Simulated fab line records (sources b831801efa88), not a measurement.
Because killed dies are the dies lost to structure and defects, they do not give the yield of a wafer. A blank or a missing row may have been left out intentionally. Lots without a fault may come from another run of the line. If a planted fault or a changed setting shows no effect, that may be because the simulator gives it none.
A lot that was struck, set against a sound lot / flow gf180mcu / 18 out of 602 route steps
Sound: wafers L768.1, L768.2, L768.4. Struck: wafers L771.3, L771.4, L771.5. The cause comes at the end.
Order at every step that has rows: each side's tool, ch and its chambers, its first start. Under that, the readings that differ: sound wafers / struck wafers / difference of the means / sigmas: that difference in standard deviations of wafers without a fault.
alike: readings with means less than 2 such deviations apart, plus words and numbers identical on both sides. not compared: withheld readings, readings lacking a value on some wafer, bounds such as >300 that could conceal the same value, and numbers that have no deviation in the record and whose values overlap.
The two part at a step that has a row with sigmas, a row that says differs or no value, or rows on one side only. Numbers that don't overlap but have no deviation are shown without sigmas and don't part them. Lack of a reading on every wafer of one side parts them only where that side has two or more wafers.

first, 2 steps without rows for these wafers: GF_VT_IMPLANT_PEB_27; GF_VT_IMPLANT_DEVELOP_28 (develop time 60 s).
GF_VT_IMPLANT_OVL_MEAS_29:
  sound on overlay-01, day 9 16:45; struck on overlay-01, day 10 12:06
  alike: VT_IMPLANT_02_OVL
then, 1 step without rows for these wafers: GF_VT_IMPLANT_IMPLANT_30.
GF_VT_IMPLANT_STRIP_31: strips in O2/N2.
  sound on plasma asher-03 ch 0,1, day 9 16:56; struck on plasma asher-03 ch 0,1, day 10 12:19
  alike: drypump motor current A, heater power w, oes product au, strip time to endpoint s
  not compared: rf hours counter h
GF_VT_IMPLANT_TW_MEAS_32:
  sound on film metro-02, day 9 17:02; struck on film metro-02, day 10 12:23
  alike: VT_IMPLANT_3_TW
then, 6 steps without rows for these wafers: GF_VT_IMPLANT_DEHYDRATE_33 (time 60 s); GF_VT_IMPLANT_HMDS_34 (prime time 60 s); GF_VT_IMPLANT_COAT_35 (resist thk 1000 nm); GF_VT_IMPLANT_SOFTBAKE_36 (time 60 s); GF_VT_IMPLANT_EXPOSE_37 (exposes mask Nwell HV AREA, target cd 860 nm); GF_VT_IMPLANT_PEB_38.
GF_VT_IMPLANT_DEVELOP_39: develop time 60 s.
  sound on litho track-02 ch 0, day 10 10:56; struck on litho track-02 ch 0, day 11 06:35
GF_VT_IMPLANT_OVL_MEAS_40:
  sound on overlay-02, day 10 11:05; struck on overlay-01, day 11 06:42
reading=VT_IMPLANT_03_OVL (nm); sound=-2.0 -2.4 0.0; struck=- - -; difference=no value on the struck wafers; sigmas=
then, 1 step without rows for these wafers: GF_VT_IMPLANT_IMPLANT_41.
GF_VT_IMPLANT_STRIP_42: strips in O2/N2.
  sound on plasma asher-01 ch 0,1, day 10 11:16; struck on plasma asher-03 ch 0,1, day 11 06:55
  alike: drypump motor current A, heater power w, oes product au, strip time to endpoint s
  not compared: rf hours counter h
GF_VT_IMPLANT_TW_MEAS_43:
  sound on film metro-02, day 10 11:22; struck on film metro-02, day 11 07:13
reading=VT_IMPLANT_4_TW; sound=687 688 685; struck=30 30 30; difference=-657; sigmas=-99 or more
  not compared: hold
GF_PASSIVATION_PROBE_99:
  sound wafers here have rows in the record (prober-02, day 32 05:07); struck ones have none

## WHERE THEY PART
Earliest at GF_VT_IMPLANT_OVL_MEAS_40; latest, in this record, at GF_PASSIVATION_PROBE_99.

WHY: whatever the simulator had introduced
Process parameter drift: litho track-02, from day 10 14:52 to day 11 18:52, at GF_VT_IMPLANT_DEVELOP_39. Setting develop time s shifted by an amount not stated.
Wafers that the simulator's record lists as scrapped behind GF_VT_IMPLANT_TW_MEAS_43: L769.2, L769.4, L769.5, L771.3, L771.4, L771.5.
